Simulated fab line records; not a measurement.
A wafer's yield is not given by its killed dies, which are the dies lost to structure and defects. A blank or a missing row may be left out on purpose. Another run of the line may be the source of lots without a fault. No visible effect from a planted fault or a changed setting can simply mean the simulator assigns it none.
Split-lot trial | flow gf180mcu | 23 wafers read across 5 lots, on a route 602 steps long

== THE SPLIT ITSELF ==
At GF_VT_IMPLANT_COAT_24 (resist thk 1000 nm), the setting resist-thk-nm was moved away from the recipe's 1000 nm on 4 of the 23 wafers read, by -2.4% to +3.7%. The other wafers ran this setting at the recipe's value.

The split's own step is where the reading is taken.

== THE READING ==
NOVOLAK_of_VT_IMPLANT_COAT_24.thk-nm (the simulator's own value, which no gauge read), in nm, at GF_VT_IMPLANT_COAT_24 (resist thk 1000 nm). There is no usual value for it anywhere in the file. Here, 19 wafers ran the recipe; their average is 998.3 nm with a standard deviation of 3.8 nm.

wafer  | tool, chamber at the split | resist-thk-nm as run, nm | against the recipe | NOVOLAK_of_VT_IMPLANT_COAT_24.thk-nm, nm | against lot-mates on the recipe
L075.2 | litho-track-02, 0          | 1000                     | recipe             | 991.8                                    | -
L075.3 | litho-track-02, 0          | 1000                     | recipe             | 992                                      | -
L075.4 | litho-track-02, 0          | 1000                     | recipe             | 993.6                                    | -
L075.5 | litho-track-02, 0          | 1000                     | recipe             | 995                                      | -
L075.6 | litho-track-02, 0          | 1000                     | recipe             | 993.1                                    | -
L077.1 | litho-track-02, 0          | 1000                     | recipe             | 998.2                                    | -
L077.2 | litho-track-02, 0          | 1000                     | recipe             | 998.5                                    | -
L077.4 | litho-track-02, 0          | 1000                     | recipe             | 998.3                                    | -
L077.5 | litho-track-02, 0          | 1000                     | recipe             | 999.5                                    | -
L077.6 | litho-track-02, 0          | 1000                     | recipe             | 997.6                                    | -
L080.2 | litho-track-02, 0          | 1000                     | recipe             | 1001                                     | -
L080.3 | litho-track-02, 0          | 1000                     | recipe             | 1003                                     | -
L080.6 | litho-track-02, 0          | 1000                     | recipe             | 1005                                     | -
L084.1 | litho-track-02, 0          | 976                      | -2.4%              | 979.7                                    | -22.6
L084.2 | litho-track-02, 0          | 976                      | -2.4%              | 977.2                                    | -25.1
L084.3 | litho-track-02, 0          | 1000                     | recipe             | 1001                                     | -
L084.5 | litho-track-02, 0          | 1000                     | recipe             | 1004                                     | -
L084.6 | litho-track-02, 0          | 1000                     | recipe             | 1002                                     | -
L085.1 | litho-track-04, 0          | 1000                     | recipe             | 1000                                     | -
L085.2 | litho-track-04, 0          | 1037                     | +3.7%              | 1035                                     | +36.7
L085.3 | litho-track-04, 0          | 1000                     | recipe             | 998.3                                    | -
L085.4 | litho-track-04, 0          | 1000                     | recipe             | 996.6                                    | -
L085.5 | litho-track-04, 0          | 1037                     | +3.7%              | 1034                                     | +35.7

THE FIT
A straight line over all 23 wafers: NOVOLAK_of_VT_IMPLANT_COAT_24.thk-nm changes by +9.31 nm for each +1% of resist-thk-nm; r = +0.96; the points scatter about the line by 3.8 nm.
The same after taking each lot's own level away (the mean of its wafers on the recipe; 23 wafers): +9.84 nm for each +1%; r = +1.00; scatter 1.2 nm.
On that fit, the largest move of resist-thk-nm shifts the reading by 36 nm.
Measured against the standard deviation above, the lots' own levels, which go from 993.10 to 1003.00 nm, span 2.6 times it.
Hence the lot-to-lot level has little effect on the slope; both slopes agree.
Check: with one of the wafers moved furthest among these (+3.7%) left out of the fit, the line predicts +36.1 nm for it against its lot-mates. It came out at +36.7 nm against them.

== THESE WAFERS: OTHER SPLITS ==
Note: prior to the reading, these wafers also went through further splits. Each is held against what the fit with the lots' levels taken away leaves over:
other split on the same wafers    | wafers away from the commonest value | r with NOVOLAK_of_VT_IMPLANT_COAT_24.thk-nm (lot level and that fit taken away)
GF_VT_IMPLANT_IMPLANT_19 dose-cm2 | 10                                   | +0.18

== THE WHOLE CHAIN: every reading that the file lists as answering this split, in the file's order ==
step                   | what it does       | reading                                                                               | change (the file's fit)              | r (the file's)
GF_VT_IMPLANT_COAT_24  | resist thk 1000 nm | NOVOLAK_of_VT_IMPLANT_COAT_24.thk-nm (the simulator's own value, which no gauge read) | +9.87 nm for each +1% of the setting | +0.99
GF_VT_IMPLANT_STRIP_31 | strips in O2/N2    | strip-time-to-endpoint-s                                                              | withheld for each +1% of the setting | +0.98

== FILE'S OWN FIT ==
NOVOLAK_of_VT_IMPLANT_COAT_24.thk-nm changes by +9.87 nm for each +1% of resist-thk-nm, r = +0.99.
